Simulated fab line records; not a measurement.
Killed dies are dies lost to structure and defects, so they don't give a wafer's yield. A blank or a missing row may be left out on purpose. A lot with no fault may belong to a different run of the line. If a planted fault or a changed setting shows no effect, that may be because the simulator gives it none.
Comparing a struck lot with a sound one | flow sky130 | 16 out of 708 route steps
Sound: the wafers L397.2, L397.3, L397.5. Struck: wafers L387.1, L387.6. (L387.5 of the same lot was not struck and is left out.) The cause comes at the end.
At each step with rows: each side's tool, then ch and its chambers, then its first start. Under that, the readings that differ: sound wafers | struck wafers | difference of the means | sigmas: that difference in standard deviations of wafers without a fault.
alike: same words and numbers on both sides, and readings whose means sit less than 2 such deviations apart. not compared: any withheld reading, any reading some wafer has no value for, any bound like >300 that may hide the same value, and any number with overlapping values for which the record gives no deviation.
A row with sigmas, a row that says differs or no value, or rows on one side alone: a step with any of these is where the two part. When numbers do not overlap yet have no deviation, they are printed without sigmas and do not part them. Lack of a reading on every wafer of one side parts them only where that side has two or more wafers.

first, 3 steps without rows for these wafers: SKY_VIA1_EXPOSE_09 (exposes mask VIM, target cd 150 nm); SKY_VIA1_PEB_10; SKY_VIA1_DEVELOP_11 (develop time 60 s).
SKY_VIA1_CD_MEAS_12 targets a cd of 150 nm.
  sound on cd sem-02, day 40 20:13; struck on cd sem-02, day 37 17:02
  alike: cd nm
SKY_VIA1_OVL_MEAS_13:
  sound on overlay-02, day 40 20:19; struck on overlay-02, day 37 17:09
  alike: VIA1_OVL
SKY_VIA1_ETCH_14: etches BARC in N2/H2, stops on SiO2, time 45.9 s, target depth 60 nm.
  sound on rie diel-04 ch 1,2, day 40 20:21; struck on rie diel-01 ch 0,3, day 37 17:11
  alike: bias w, drypump motor current A, oes product au, rf fwd power W, throttle valve pct
  not compared: rf hours counter h
SKY_VIA1_ETCH_15: etches SiO2 in C4F8/O2/Ar, stops on TiN, target depth 351 nm, time 54 s.
  sound on rie diel-04 ch 1,2, day 40 20:23; struck on rie diel-01 ch 0,3, day 37 17:14
  alike: bias w, oes product au, rf fwd power W
  not compared: rf hours counter h
SKY_VIA1_STRIP_16: strips in O2/N2.
  sound on plasma asher-04 ch 0,1, day 40 20:26; struck on plasma asher-04 ch 1, day 37 17:16
  alike: drypump motor current A, oes product au, strip time to endpoint s
  not compared: rf hours counter h
then, 3 steps without rows for these wafers: SKY_VIA1_STRIP_17 (strips in post etch residue remover, time 1200 s); SKY_VIA1_CLEAN_18 (cleans in IPA, time 180 s); SKY_VIA1_CLEAN_19 (cleans in O3/DIW).
SKY_VIA1_SPUTTER_20: material TiN, target thk 20 nm, time 80 s.
  sound on pvd sputter-01, day 40 21:02; struck on pvd sputter-04, day 37 17:54
  alike: throttle valve pct
SKY_VIA1_CVD_21: deposits W, target thk 270 nm, time 80.902 s.
  sound on cvd w-01 ch 0,1, day 40 21:06; struck on cvd w-01 ch 0,1, day 37 17:58
  reading                            | sound             | struck      | difference | sigmas
  model.W_of_VIA1_CVD_21.thk nm (nm) | 265.9 267.1 267.7 | 259.4 261.8 | -6.3       |
  alike: heater power w
SKY_VIA1_RS_MEAS_22: measurement is done with a four-point probe.
  sound on film metro-04, day 40 21:13; struck on film metro-01, day 37 18:03
  reading            | sound             | struck      | difference | sigmas
  VIA1_W_RS (ohm/sq) | 0.434 0.432 0.431 | 0.444 0.440 | +0.010     | +2
SKY_VIA1_THK_MEAS_23: measures by xrf.
  sound on film metro-04, day 40 21:19; struck on film metro-01, day 37 18:10
  alike: VIA1_W_THK
then, 1 step without rows for these wafers: SKY_PAD_OPEN_PROBE_99.

WHERE THEY PART
SKY_VIA1_RS_MEAS_22 only, going by this record. Later steps at which nothing parts them and some readings are alike: SKY_VIA1_THK_MEAS_23.

WHY: whatever the simulator had introduced
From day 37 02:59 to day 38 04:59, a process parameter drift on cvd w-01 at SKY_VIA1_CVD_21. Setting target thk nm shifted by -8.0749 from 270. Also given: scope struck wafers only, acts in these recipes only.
